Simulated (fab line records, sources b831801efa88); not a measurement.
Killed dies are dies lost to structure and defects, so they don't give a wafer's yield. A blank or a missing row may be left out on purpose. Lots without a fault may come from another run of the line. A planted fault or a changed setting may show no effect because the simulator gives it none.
A struck lot beside a sound one | flow sky130 | 28 steps out of a route of 708
Sound: wafers L979.1, L979.3, L979.6. Struck: wafer L994.4. (L994.6 of the same lot was not struck and is left out.) The cause comes at the end.
At each step with rows: each side's tool, then ch and its chambers, then its first start. Under that, the readings that differ: sound wafers | struck wafers | difference of the means | sigmas: that difference in standard deviations of wafers without a fault.
alike: readings whose means differ by less than 2 such deviations, and words and numbers that are the same on both sides. not compared: withheld readings, readings that some wafer has no value for, bounds like >300 that may hide the same value, and numbers for which the record gives no deviation and whose values overlap.
The two part at a step that has a row with sigmas, a row that says differs or no value, or rows on one side only. Numbers that don't overlap but have no deviation are shown without sigmas and don't part them. A reading that every wafer of one side lacks parts them only if that side has two wafers or more.

first, 1 step without rows for these wafers: SKY_VIA2_SPUTTER_20 (material TiN, target thk 20 nm, time 80 s).
SKY_VIA2_CVD_21: deposits W, target thk 420 nm, time 126.4 s.
  sound on cvd_w-01 ch 0,1, day 36 18:02; struck on cvd_w-02 ch 1, day 41 14:20
  alike: heater_power_w
SKY_VIA2_RS_MEAS_22: measures by four-point-probe.
  sound on film_metro-01, day 36 18:10; struck on film_metro-01, day 41 14:29
  reading            | sound             | struck | difference | sigmas
  VIA2_W_RS (ohm/sq) | 0.277 0.278 0.274 | 0.268  | -0.008     | -2
SKY_VIA2_THK_MEAS_23: measures by xrf.
  sound on film_metro-01, day 36 18:17; struck on film_metro-01, day 41 14:34
  alike: VIA2_W_THK
SKY_VIA2_CMP_24: polishes, stops on SiO2, t overpolish 20 s, target thk 0 nm.
  sound on cmp-02 ch 1,2, day 36 18:20; struck on cmp-01 ch 0, day 41 14:43
  alike: motor_current_A, overpolish_run_s, time_to_endpoint_s
then, 1 step without rows for these wafers: SKY_METAL3_SPUTTER_00 (material Ti, target thk 15 nm, time 10 s).
SKY_METAL3_SPUTTER_01: material TiN, target thk 20 nm, time 16.7 s.
  sound on pvd_sputter-01, day 36 18:40; struck on pvd_sputter-04, day 41 14:59
  reading                | sound          | struck | difference | sigmas
  throttle_valve_pct (%) | 29.2 31.0 29.5 | 31.6   | +1.7       | +2
SKY_METAL3_SPUTTER_02: material AlCu, target thk 735 nm, time 39.1 s.
  sound on pvd_sputter-01, day 36 18:41; struck on pvd_sputter-04, day 41 15:01
  alike: throttle_valve_pct
SKY_METAL3_SPUTTER_03: material Ti, target thk 5 nm, time 3.3 s.
  sound on pvd_sputter-01, day 36 18:44; struck on pvd_sputter-04, day 41 15:03
  reading                | sound          | struck | difference | sigmas
  throttle_valve_pct (%) | 28.9 30.6 29.4 | 31.3   | +1.7       | +2
then, 2 steps without rows for these wafers: SKY_METAL3_SPUTTER_04 (material TiN, target thk 70 nm, time 58.3 s); SKY_CAPM_CVD_00 (deposits SiO2, target thk 15.5 nm).
SKY_CAPM_THK_MEAS_01:
  sound on film_metro-01, day 36 18:52; struck on film_metro-03, day 41 15:10
  alike: CAPM_CVD_00_THK
SKY_CAPM_SPUTTER_02: material TiN, target thk 200 nm, time 166.7 s.
  sound on pvd_sputter-02, day 36 18:55; struck on pvd_sputter-03, day 41 15:12
  reading                                  | sound             | struck | difference | sigmas
  model.TiN_of_CAPM_SPUTTER_02.thk_nm (nm) | 197.9 198.9 198.3 | 226    | +28        |
  alike: throttle_valve_pct
SKY_CAPM_RS_MEAS_03: measures by four-point-probe.
  sound on film_metro-01, day 36 19:02; struck on film_metro-01, day 41 15:22
  reading              | sound          | struck | difference | sigmas
  CAPM_TIN_RS (ohm/sq) | 6.99 6.97 6.98 | 6.11   | -0.87      | -13
SKY_CAPM_THK_MEAS_04: measures by xrf.
  sound on film_metro-01, day 36 19:09; struck on film_metro-01, day 41 15:28
  reading           | sound             | struck | difference | sigmas
  CAPM_TIN_THK (nm) | 194.7 196.7 196.1 | 222.4  | +26.6      | +14
then, 7 steps without rows for these wafers: SKY_CAPM_DEHYDRATE_05 (time 60 s); SKY_CAPM_HMDS_06 (prime time 60 s); SKY_CAPM_COAT_07 (resist thk 1140 nm); SKY_CAPM_SOFTBAKE_08 (time 60 s); SKY_CAPM_EXPOSE_09 (exposes mask CAPM, target cd 1000 nm); SKY_CAPM_PEB_10; SKY_CAPM_DEVELOP_11 (develop time 60 s).
SKY_CAPM_OVL_MEAS_12:
  sound on overlay-01, day 37 20:03; struck on overlay-01, day 42 15:08
  reading       | sound          | struck | difference | sigmas
  CAPM_OVL (nm) | -0.6 -3.5 -1.5 | 1.4    | +3.3       | +2
SKY_CAPM_METAL_ETCH_13: etches TiN in Cl2/BCl3, stops on SiO2, target depth 220 nm, time 62.9 s.
  sound on rie_metal-02 ch 0,1, day 37 20:05; struck on rie_metal-01 ch 0, day 42 15:10
  reading                     | sound                | struck | difference | sigmas
  drypump_motor_current_A (A) | 5.5 5.5 4.7          | 6.4    | +1.2       | +2
  oes_product_au (a.u.)       | 0.949 0.935 0.936    | 0.999  | +0.059     | +9
  throttle_valve_pct (%)      | 21.908 21.895 21.913 | 21.872 | -0.033     | -3
  alike: chamber_pressure_mTorr, he_backside_leak_sccm
  not compared: rf_hours_counter_h
then, 1 step without rows for these wafers: SKY_CAPM_STRIP_14 (strips in O2/N2).
SKY_CAPM_STRIP_15: strips in post etch residue remover, time 1200 s.
  sound on wet_bench-02 ch 2, day 37 20:16; struck on wet_bench-03 ch 3, day 42 15:19
  reading                                  | sound             | struck | difference | sigmas
  model.TiN_of_CAPM_SPUTTER_02.thk_nm (nm) | 197.5 198.5 197.9 | 225.6  | +27.6      |
then, 1 step without rows for these wafers: SKY_CAPM_CLEAN_16 (cleans in IPA, time 180 s).
-- the record jumps here: 7 days lie between the struck wafers' starts before and after (it left off in module CAPM and takes up again in module PAD_OPEN, whose first step shown is number 708 of the route) --
SKY_PAD_OPEN_PROBE_99:
  sound on prober-01, day 46 02:23; struck on prober-01, day 49 22:32
  reading                  | sound          | struck | difference | sigmas
  defect_limited_yield (%) | 80.7 80.7 85.6 | 56.7   | -25.6      | -14
  killed_at_other          | 0 1 0          | 141    | +141       | +99 or more
  killed_dies              | 95 95 71       | 213    | +126       | +14
  killed_on_rim            | 18 15 17       | 61     | +44        | +13
  killed_open              | 56 57 36       | 31     | -19        | -3
  alike: killed_at_M0_to_M3, killed_at_M4_up, killed_at_contacts, killed_at_front_end, killed_short

WHERE THEY PART
First at SKY_VIA2_RS_MEAS_22; last, within this record, at SKY_PAD_OPEN_PROBE_99.

WHY: what the simulator had put in
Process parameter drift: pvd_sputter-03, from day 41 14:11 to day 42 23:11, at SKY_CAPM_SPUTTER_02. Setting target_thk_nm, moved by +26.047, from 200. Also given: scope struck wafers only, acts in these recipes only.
